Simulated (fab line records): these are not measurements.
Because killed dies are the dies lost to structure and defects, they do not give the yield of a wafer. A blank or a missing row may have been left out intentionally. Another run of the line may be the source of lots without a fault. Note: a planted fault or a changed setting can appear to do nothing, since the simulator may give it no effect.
8D (eight disciplines) problem report, filled in by code -- flow sky130 -- the parts of the form that need people (team, actions taken, sign-off) are left out

== 1. WHAT IS WRONG ==
killed at front end at SKY_PAD_OPEN_PROBE_99 reads a mean of 65 on 9 wafers of 3 lots; wafers without a fault read 15 with a standard deviation of 4.4. Measured from the usual mean, that is +11 standard deviations.
Earliest sighting: wafer L633.1 on prober-01 at day 48 03:56. The record holds 9 wafers of 3 lots with a number at this step. Rule for "out" (also "out of limits"): further than 4 standard deviations from the usual mean. The rest of the wafers with a number are treated as sound.

== 2. WHAT IT IS, WHAT IT ISN'T ==
question,is,is not
which readings at this step,killed at front end,"killed_at_M0_to_M3, killed_at_M4_up, killed at contacts, killed at other, killed short"
which lots,"L633, L635, L636",-
which wafers of those lots,all that have a number,-
read on which tools,"prober-01, prober-02",-
when,from day 48 03:56,up to then (0 sound wafers)

== 3. THE SUSPECTS, EACH WITH WHAT RULES IT OUT ==
Counting: any tool at a process step up to the reading is kept as a suspect provided that every lot that is out went through it and no sound lot did after the first of them.
- plasma asher-04 at SKY_VT_ADJUST_PCH_STRIP_09 (strips in O2/N2): kept. It ran every lot that is out, first L633 (day 13 14:35), and no sound lot after that.
Remaining after the count: plasma asher-04 at SKY_VT_ADJUST_PCH_STRIP_09.

== 4. THE CAUSE (what the simulator had put in) ==
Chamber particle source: plasma asher-04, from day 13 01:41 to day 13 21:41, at SKY_VT_ADJUST_PCH_STRIP_09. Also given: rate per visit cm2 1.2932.
Only this tool survived the counting.

== 5. SEQUENCE OF EFFECTS, ordered by route ==
One row per reading whose mean, taken over the struck wafers that have a number, lies over 3 standard deviations from the usual. Only readings whose record carries a usual standard deviation are examined. hours: median over the lots of the time between each lot's start at the first step of this table that gives one and its start at this step. sigmas: the change, counted in usual standard deviations.
hours,step,reading,usual,on struck wafers,change,sigmas
0,SKY_PAD_OPEN_PROBE_99,killed at front end,15,65,+50,+11
0,SKY_PAD_OPEN_PROBE_99,killed dies,86,129,+43,+5.1
It contains these process steps:
- SKY_PAD_OPEN_PROBE_99

== 6. WHAT WOULD HAVE CAUGHT IT SOONER ==
The fault began at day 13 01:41; the first out-of-limits reading in this record came at day 48 03:56, 842 hours later.
An alarm limit of 4 standard deviations would not have fired on the tool readings at SKY_VT_ADJUST_PCH_STRIP_09 for which the record gives a usual standard deviation, since none of them was out on any struck wafer.
By day 48 03:56 the whole set of lots that are out, 3 in number, had already begun SKY_VT_ADJUST_PCH_STRIP_09 on plasma asher-04. Tool hold at that time: it would have spared none of them.
